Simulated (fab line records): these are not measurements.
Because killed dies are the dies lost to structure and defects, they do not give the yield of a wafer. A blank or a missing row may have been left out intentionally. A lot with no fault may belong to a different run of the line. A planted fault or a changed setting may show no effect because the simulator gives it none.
One fault seen from 2 desks / flow gf180mcu / numbers are kept per desk, each desk with only its own; the story behind them comes last

## AT THE TOOL OWNER'S DESK: wet bench-02
The tool's own readings at GF_SAB_WET_ETCH_12 (etches SiO2 in dHF, target depth 22 nm, time 440 s): means of the sampled wafers that have a number, for each lot that ran on this tool. Marked OUT: a lot whose mean sits more than 4 standard deviations from the usual mean, which makes it out of limits; the brackets give that distance.
Columns: A = run length s at GF_SAB_WET_ETCH_12, usual 469 s
lot=L853; first seen here=day 16 10:24; A=475
lot=L867; first seen here=day 21 21:01; A=385 (-20) OUT
lot=L868; first seen here=day 22 06:40; A=375 (-22) OUT
This desk's finding: out of limits on L867, L868; first on L867, day 21 21:01 (run length s at GF_SAB_WET_ETCH_12). L853 stayed within limits.

## FROM THE METROLOGY DESK
What the gauges read, lot by lot, whatever tool the lot ran on: means of the sampled wafers that have a number. Marked OUT: a lot whose mean sits more than 4 standard deviations from the usual mean, which makes it out of limits; the brackets give that distance.
Columns: A = SAB_CVD_00_THK at GF_SAB_THK_MEAS_01, usual 50.0 nm; B = cd nm at GF_SAB_CD_MEAS_09, usual 420.3 nm; C = SAB_OVL at GF_SAB_OVL_MEAS_10, usual -1.4 nm
lot=L853; first seen here=day 15 12:49; A=49.3; B=418.7; C=-2.1
lot=L856; first seen here=day 16 14:34; A=50.6; B=420.6; C=-2.1
lot=L867; first seen here=day 20 21:28; A=49.9; B=417.3; C=-1.1
lot=L868; first seen here=day 21 06:55; A=50.0; B=421.4; C=2.2
lot=L869; first seen here=day 21 07:50; A=49.5; B=418.5; C=-0.1
lot=L871; first seen here=day 22 03:13; A=50.5; B=419.2; C=-1.6
This desk's verdict: no lot among the 6 shows anything out of limits.

## BROUGHT TOGETHER
On L867, L868, at day 21 21:01, an alarm was possible from the tool owner's desk.
Metrology desk: nothing out of limits seen.
The metrology desk holds a record of L867, L868, inside its limits.
All the named lots went through GF_SAB_WET_ETCH_12 on wet bench-02.

## WHAT THE SIMULATOR HAD INSERTED
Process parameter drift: wet bench-02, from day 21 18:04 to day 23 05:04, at GF_SAB_WET_ETCH_12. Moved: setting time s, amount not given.
Struck lots among those shown: L867, L868.
Delay in hours, fault start to first out-of-limits reading, by desk: the tool owner's desk at 3.
